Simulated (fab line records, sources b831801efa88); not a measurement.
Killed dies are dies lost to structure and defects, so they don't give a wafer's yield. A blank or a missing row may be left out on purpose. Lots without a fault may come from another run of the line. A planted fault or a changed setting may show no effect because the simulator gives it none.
A struck lot beside a sound one | flow sky130 | 23 steps out of a route of 708
Sound: wafers L698.4, L698.5, L698.6. Struck: wafers L709.2, L709.4, L709.5. The cause comes at the end.
At each step with rows: each side's tool, then ch and its chambers, then its first start. Under that, the readings that differ: sound wafers | struck wafers | difference of the means | sigmas: that difference in standard deviations of wafers without a fault.
alike: readings whose means differ by less than 2 such deviations, and words and numbers that are the same on both sides. not compared: withheld readings, readings that some wafer has no value for, bounds like >300 that may hide the same value, and numbers for which the record gives no deviation and whose values overlap.
The two part at a step that has a row with sigmas, a row that says differs or no value, or rows on one side only. Numbers that don't overlap but have no deviation are shown without sigmas and don't part them. A reading that every wafer of one side lacks parts them only if that side has two wafers or more.

SKY_LOCAL_INTERCONNECT_STRIP_15: strips in O2/N2.
  sound on plasma_asher-01 ch 0,1, day 33 13:51; struck on plasma_asher-02 ch 0,1, day 37 04:01
  alike: drypump_motor_current_A, oes_product_au, strip_time_to_endpoint_s
  not compared: rf_hours_counter_h
then, 3 steps without rows for these wafers: SKY_LOCAL_INTERCONNECT_STRIP_16 (strips in post etch residue remover, time 1200 s); SKY_LOCAL_INTERCONNECT_CLEAN_17 (cleans in IPA, time 180 s); SKY_LOCAL_INTERCONNECT_CLEAN_18 (cleans in O3/DIW).
SKY_CONTACT_CVD_00: deposits Si3N4, target thk 75 nm.
  sound on pecvd-03 ch 0,1,2, day 33 14:28; struck on pecvd-03 ch 0,1, day 37 04:36
  alike: heater_power_w
SKY_CONTACT_THK_MEAS_01:
  sound on film_metro-04, day 33 14:31; struck on film_metro-02, day 37 04:39
  alike: CONTACT_CVD_00_THK
then, 1 step without rows for these wafers: SKY_CONTACT_HDPCVD_02 (deposits SiO2, target thk 565 nm, time 94.2 s).
SKY_CONTACT_THK_MEAS_03:
  sound on film_metro-02, day 33 14:38; struck on film_metro-04, day 37 04:47
  alike: CONTACT_HDPCVD_THK
SKY_CONTACT_CMP_04: polishes SiO2.
  sound on cmp-02 ch 0,3, day 33 14:40; struck on cmp-01 ch 1,2,3, day 37 04:56
  reading             | sound         | struck         | difference | sigmas
  motor_current_A (A) | 10.3 11.3 9.8 | 12.3 14.1 14.9 | +3.3       | +3
  alike: platen_rpm, time_to_endpoint_s
SKY_CONTACT_BOW_MEAS_05:
  sound on film_metro-04, day 33 15:02; struck on film_metro-01, day 37 05:09
  alike: CONTACT_BOW
then, 2 steps without rows for these wafers: SKY_CONTACT_DEHYDRATE_06 (time 60 s); SKY_CONTACT_HMDS_07 (prime time 60 s).
SKY_CONTACT_COAT_08: resist thk 60 nm.
  sound on litho_track-01 ch 0, day 34 03:20; struck on litho_track-01 ch 0, day 37 17:47
  not compared: resist_line_temp_C
then, 5 steps without rows for these wafers: SKY_CONTACT_COAT_09 (resist thk 450 nm); SKY_CONTACT_SOFTBAKE_10 (time 90 s); SKY_CONTACT_EXPOSE_11 (exposes mask CTM1, target cd 170 nm); SKY_CONTACT_PEB_12; SKY_CONTACT_DEVELOP_13 (develop time 60 s).
SKY_CONTACT_CD_MEAS_14: target cd 170 nm.
  sound on cd_sem-02, day 34 17:04; struck on cd_sem-01, day 38 06:44
  alike: cd_nm
SKY_CONTACT_OVL_MEAS_15:
  sound on overlay-01, day 34 17:08; struck on overlay-02, day 38 06:50
  reading          | sound       | struck   | difference | sigmas
  CONTACT_OVL (nm) | -11 -20 -14 | -1 -1 -8 | +12        | +2
SKY_CONTACT_ETCH_16: etches BARC in N2/H2, stops on SiO2, time 45.9 s, target depth 60 nm.
  sound on rie_diel-04 ch 0,3, day 34 17:10; struck on rie_diel-01 ch 1,2,3, day 38 06:52
  reading                  | sound             | struck            | difference | sigmas
  oes_product_au (a.u.)    | 0.859 0.847 0.851 | 0.872 0.876 0.871 | +0.021     | +4
  model.etch.depth_nm (nm) | 59.85 59.82 59.85 | 62.12 62.03 61.96 | +2.20      |
  alike: drypump_motor_current_A, throttle_valve_pct
  not compared: rf_hours_counter_h
SKY_CONTACT_ETCH_17: etches SiO2 in C4F8/O2/Ar, stops on Si3N4, target depth 340 nm.
  sound on rie_diel-04 ch 0,3, day 34 17:12; struck on rie_diel-01 ch 1,2,3, day 38 06:55
  alike: oes_product_au
-- the record jumps here: 13 days lie between the struck wafers' starts before and after (it left off in module CONTACT and takes up again in module PAD_OPEN, whose first step shown is number 708 of the route) --
SKY_PAD_OPEN_PROBE_99:
  the record has rows for the struck wafers here (prober-02, day 50 19:18) and none for the sound ones

WHERE THEY PART
First at SKY_CONTACT_CMP_04; last, within this record, at SKY_PAD_OPEN_PROBE_99.

WHY: what the simulator had put in
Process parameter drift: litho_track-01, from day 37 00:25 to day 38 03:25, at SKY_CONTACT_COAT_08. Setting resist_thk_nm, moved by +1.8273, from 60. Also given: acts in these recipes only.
